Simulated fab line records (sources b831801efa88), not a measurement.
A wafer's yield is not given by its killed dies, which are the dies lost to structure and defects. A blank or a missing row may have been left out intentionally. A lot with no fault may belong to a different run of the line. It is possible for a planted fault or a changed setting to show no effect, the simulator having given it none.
A lot that was struck, set against a sound lot    flow sky130    14 out of 708 route steps
Sound: wafers L290.2, L290.3, L290.5. The struck wafers were L287.3, L287.4. At the end, the cause is stated.
For every step that has rows: the tool of each side, followed by ch and its chambers, followed by its first start. Under that, the readings that differ: sound wafers    struck wafers    difference of the means    sigmas: that difference in standard deviations of wafers without a fault.
alike: readings whose means differ by less than 2 such deviations, and words and numbers that are the same on both sides. not compared: withheld readings, readings that some wafer has no value for, bounds like >300 that may hide the same value, and numbers for which the record gives no deviation and whose values overlap.
Wherever a step has rows on one side only, a row that says differs or no value, or a row with sigmas, the two part there. Non-overlapping numbers with no deviation appear without sigmas and do not part them. A reading missing from all wafers of one side parts the sides only when that side holds two or more wafers.

SKY_NWELL_OVL_MEAS_23:
  sound on overlay-02, day 10 11:51; struck on overlay-01, day 9 19:00
  alike: NWELL_01_OVL
next, for these wafers, 1 step has no rows: SKY_NWELL_IMPLANT_24.
SKY_NWELL_STRIP_25: strips in O2/N2.
  sound on plasma asher-01 ch 1, day 10 12:02; struck on plasma asher-04 ch 0,1, day 9 19:12
  alike: chamber pressure mTorr, drypump motor current A, oes product au, strip time to endpoint s
  not compared: rf hours counter h
SKY_NWELL_TW_MEAS_26:
  sound on film metro-04, day 10 12:08; struck on film metro-01, day 9 19:17
reading     sound        struck   difference  sigmas
NWELL_2_TW  490 490 493  500 499  +8          +2
then, 1 step without rows for these wafers: SKY_NWELL_CLEAN_27 (cleans in SC1/SC2, time 150 s).
SKY_NWELL_RTA_28: time 30 s.
  sound on rtp anneal-02 ch 0, day 10 12:19; struck on rtp anneal-02 ch 0, day 9 19:25
  alike: lamp power pct, wafer_temp_C_max
SKY_NWELL_RS_MEAS_29: the measuring method here is four-point-probe.
  sound on film metro-03, day 10 12:25; struck on film metro-04, day 9 19:31
  alike: NWELL_RS
SKY_NWELL_RS_MEAS_31: the measuring method here is four-point-probe.
  sound on film metro-03, day 10 12:39; struck on film metro-04, day 9 19:46
reading           sound           struck     difference  sigmas
PWDE_RS (ohm/sq)  5322 5317 5329  5258 5248  -70         -3
then, 3 steps without rows for these wafers: SKY_VT_ADJUST_HVTP_DEHYDRATE_00 (time 60 s); SKY_VT_ADJUST_HVTP_HMDS_01 (prime time 60 s); SKY_VT_ADJUST_HVTP_COAT_02 (resist thk 1140 nm).
SKY_VT_ADJUST_HVTP_SOFTBAKE_03: time 60 s.
  sound on litho track-03 ch 0, day 11 00:25; struck on litho track-01 ch 0, day 10 06:24
reading           sound              struck        difference  sigmas
run length s (s)  88.81 89.09 88.93  100.12 99.88  +11.06      +48
  alike: exhaust pa
then, 1 step without rows for these wafers: SKY_VT_ADJUST_HVTP_EXPOSE_04 (exposes mask HVTPM, target cd 380 nm).
-- a jump in the record: the struck wafers' starts before and after are 40 days apart (it breaks off in module VT_ADJUST_HVTP and resumes in module PAD_OPEN, where the first step shown is number 708 of the route) --
SKY_PAD_OPEN_PROBE_99:
  sound on prober-01, day 50 11:17; struck on prober-01, day 49 19:29
  alike: killed_at_M0_to_M3, killed_at_M4_up, killed at contacts, killed at front end, killed at other, killed dies, killed on rim, killed open, killed short

WHERE THEY PART
At SKY_NWELL_TW_MEAS_26 first; at SKY_VT_ADJUST_HVTP_SOFTBAKE_03 last (within this record only). Later steps at which nothing parts them and some readings are alike: SKY_PAD_OPEN_PROBE_99.

WHY: the cause the simulator had injected
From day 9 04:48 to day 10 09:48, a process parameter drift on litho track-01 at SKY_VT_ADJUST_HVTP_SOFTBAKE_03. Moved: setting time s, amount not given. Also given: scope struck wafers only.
